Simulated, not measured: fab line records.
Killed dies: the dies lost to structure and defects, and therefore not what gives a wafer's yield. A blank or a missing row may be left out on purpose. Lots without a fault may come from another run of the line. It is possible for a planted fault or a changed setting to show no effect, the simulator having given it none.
Matching of chambers -- flow sky130 -- cmp-02 running SKY_VIA1_CMP_24: 4 sister chambers
The step polishes, stops on SiO2, t overpolish 15 s, target thk 0 nm. 4 wafers are shown with their chamber, then 7 later ones without.

## WAFERS PAIRED WITH THEIR CHAMBERS
wafer,chamber,time-to-endpoint-s (s)
L738.1,2,63
L738.3,3,63
L739.1,1,72
L739.4,0,71

## WAFERS WITH NO CHAMBER GIVEN
wafer,time-to-endpoint-s (s)
L739.6,64
L750.1,61
L750.4,70
L750.6,70
L752.1,67
L752.2,62
L752.4,65

## THE CHAMBER EACH PASSED THROUGH
wafer,from the rows above,in truth
L739.6,can't be placed: 2 or 3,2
L750.1,can't be placed: 2 or 3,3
L750.4,can't be placed: 0 or 1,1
L750.6,can't be placed: 0 or 1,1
L752.1,can't be placed: 0 or 2 or 3 or 1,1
L752.2,can't be placed: 2 or 3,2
L752.4,can't be placed: 2 or 3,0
0 of 7 placed correctly. These rows do not allow placing 7 (true chamber among the candidates in 6). Wrongly placed: 0.
How it was worked out, from the rows above alone: a wafer's distance from a chamber is the root of the sum, over the readings, of the square of ((its reading less the chamber's mean) divided by the reading's scatter). The wafer belongs to the nearest chamber; if the next one is less than 2 further off, it can't be placed. For every chamber, the mean is computed from those of its wafers that are shown. The scatter (one wafer shown for each chamber): square how far every hidden wafer sits from the nearest shown wafer, average those squares and take the square root.
